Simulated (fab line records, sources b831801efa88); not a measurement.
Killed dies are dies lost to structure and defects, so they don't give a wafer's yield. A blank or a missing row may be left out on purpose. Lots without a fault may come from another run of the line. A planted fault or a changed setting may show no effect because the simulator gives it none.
Which tool did it? | flow gf180mcu | 13 lots, 39 wafers sampled, at 4 steps of a route of 602

WHAT THE GAUGES READ, wafer by wafer
GF_CONTACT_CD_MEAS_14: target cd 220 nm. Usual: cd_nm 220.0 nm, standard deviation 1.6.
lot  | measured     | on        | cd_nm (nm)        | flag
L532 | day 16 00:26 | cd_sem-01 | 222.7 221.4 221.6 |
L533 | day 16 10:33 | cd_sem-01 | 218.4 219.9 219.1 |
L536 | day 17 20:20 | cd_sem-01 | 221.3 221.9 222.3 |
L537 | day 18 09:59 | cd_sem-02 | 218.3 218.9 219.7 |
L541 | day 19 18:47 | cd_sem-02 | 220.0 218.5 218.1 |
L539 | day 19 19:02 | cd_sem-02 | 217.5 221.0 218.6 |
L540 | day 19 19:34 | cd_sem-01 | 219.3 218.9 220.2 |
L543 | day 20 18:29 | cd_sem-02 | 175.5 177.1 175.0 | OFF
L544 | day 20 18:43 | cd_sem-01 | 222.7 221.6 222.4 |
L546 | day 21 02:41 | cd_sem-01 | 216.8 218.9 216.5 |
L552 | day 22 19:47 | cd_sem-02 | 218.0 217.3 217.6 |
L553 | day 23 05:33 | cd_sem-01 | 220.7 222.0 220.6 |
L555 | day 23 22:09 | cd_sem-01 | 219.6 220.3 219.6 |

WHICH TOOL RAN EACH LOT (tool, then ch and the chambers of the sampled wafers, then the start)
lot  | GF_PSD_RTA_13                    | GF_SAB_CVD_00                   | GF_CONTACT_EXPOSE_11
L532 | rtp_anneal-01 ch 0, day 14 04:48 | pecvd-03 ch 1,2, day 14 05:07   | krf_scanner-02 ch 0, day 15 13:48
L533 | rtp_anneal-02 ch 0, day 14 13:55 | pecvd-02 ch 1,2, day 14 14:14   | krf_scanner-01 ch 0, day 15 23:43
L536 | rtp_anneal-01 ch 0, day 15 21:06 | pecvd-02 ch 0,1,2, day 15 21:25 | krf_scanner-02 ch 0, day 17 08:32
L537 | rtp_anneal-02 ch 0, day 16 09:38 | pecvd-03 ch 0,1,2, day 16 09:57 | krf_scanner-01 ch 0, day 17 22:07
L541 | rtp_anneal-02 ch 0, day 17 17:29 | pecvd-01 ch 0,1,2, day 17 17:48 | krf_scanner-01 ch 0, day 19 06:01
L539 | rtp_anneal-01 ch 0, day 17 17:36 | pecvd-02 ch 0,1,2, day 17 17:55 | krf_scanner-01 ch 0, day 19 06:59
L540 | rtp_anneal-02 ch 0, day 17 17:52 | pecvd-03 ch 0,1,2, day 17 18:10 | krf_scanner-01 ch 0, day 19 07:34
L543 | rtp_anneal-02 ch 0, day 18 16:24 | pecvd-01 ch 0,1, day 18 16:44   | krf_scanner-02 ch 0, day 20 05:40
L544 | rtp_anneal-01 ch 0, day 18 16:33 | pecvd-03 ch 0,1,2, day 18 16:51 | krf_scanner-02 ch 0, day 20 06:02
L546 | rtp_anneal-01 ch 0, day 19 01:10 | pecvd-02 ch 1,2, day 19 01:29   | krf_scanner-02 ch 0, day 20 15:20
L552 | rtp_anneal-01 ch 0, day 20 19:48 | pecvd-02 ch 0,1,2, day 20 20:07 | krf_scanner-01 ch 0, day 22 07:50
L553 | rtp_anneal-01 ch 0, day 21 05:28 | pecvd-03 ch 0,1,2, day 21 05:46 | krf_scanner-01 ch 0, day 22 19:30
L555 | rtp_anneal-01 ch 0, day 21 22:43 | pecvd-02 ch 0,1,2, day 21 23:02 | krf_scanner-02 ch 0, day 23 11:04
- GF_PSD_RTA_13: time 20 s.
- GF_SAB_CVD_00: deposits SiO2 from TEOS, target thk 50 nm, time 4.9302 s.
- GF_CONTACT_EXPOSE_11: exposes mask Contact, target cd 220 nm.

WHAT THE TOOLS THEMSELVES READ (means of the sampled wafers that have a number; where no wafer has one, the mark that the record gives instead)
GF_PSD_RTA_13. Usual: lamp_power_pct 26.7 %, standard deviation 1.5; wafer_temp_C_max 1031.2, standard deviation 1.3.
lot  | tool          | lamp_power_pct (%) | wafer_temp_C_max | flag
L532 | rtp_anneal-01 | 28.1               | 1029.4           |
L533 | rtp_anneal-02 | 25.2               | 1033.6           |
L536 | rtp_anneal-01 | 28.1               | 1030.1           |
L537 | rtp_anneal-02 | 25.2               | 1032.1           |
L541 | rtp_anneal-02 | 25.2               | 1031.8           |
L539 | rtp_anneal-01 | 28.1               | 1031.0           |
L540 | rtp_anneal-02 | 25.2               | 1031.4           |
L543 | rtp_anneal-02 | 25.2               | 1030.7           |
L544 | rtp_anneal-01 | 28.1               | 1030.8           |
L546 | rtp_anneal-01 | 28.1               | 1031.9           |
L552 | rtp_anneal-01 | 28.1               | 1030.0           |
L553 | rtp_anneal-01 | 28.1               | 1031.3           |
L555 | rtp_anneal-01 | 28.1               | 1030.8           |

GF_SAB_CVD_00. Usual: heater_power_w 637 W, standard deviation 110.
lot  | tool     | heater_power_w (W) | flag
L532 | pecvd-03 | 684                |
L533 | pecvd-02 | 619                |
L536 | pecvd-02 | 554                |
L537 | pecvd-03 | 687                |
L541 | pecvd-01 | 694                |
L539 | pecvd-02 | 572                |
L540 | pecvd-03 | 686                |
L543 | pecvd-01 | 778                |
L544 | pecvd-03 | 710                |
L546 | pecvd-02 | 610                |
L552 | pecvd-02 | 537                |
L553 | pecvd-03 | 655                |
L555 | pecvd-02 | 581                |

THE ANSWER, worked out from the rows above alone
Rule: a lot is off if the mean of its wafers that have a number lies more than 3 standard deviations from the usual mean. A lot without any number at a reading at which 4 lots or more have one is off too. The other lots that the step has rows for count as sound. The gauges are gone through in route order, then the tools' own readings, and for those a lot's mean is taken as printed above. The first step at which some lot is off is used, and at that step the reading that is off furthest; a lot without a number counts as furthest.
Off: L543, at GF_CONTACT_CD_MEAS_14 (cd_nm).
A tool fits if, at a process step before that reading, it ran every lot that is off, and no sound lot after the first of them. The gauges at GF_CONTACT_CD_MEAS_14 are tried like those tools. Can't be told from this: 2 tools fit, rtp_anneal-02 at GF_PSD_RTA_13, pecvd-01 at GF_SAB_CVD_00.

WHAT THE SIMULATOR HAD PUT IN
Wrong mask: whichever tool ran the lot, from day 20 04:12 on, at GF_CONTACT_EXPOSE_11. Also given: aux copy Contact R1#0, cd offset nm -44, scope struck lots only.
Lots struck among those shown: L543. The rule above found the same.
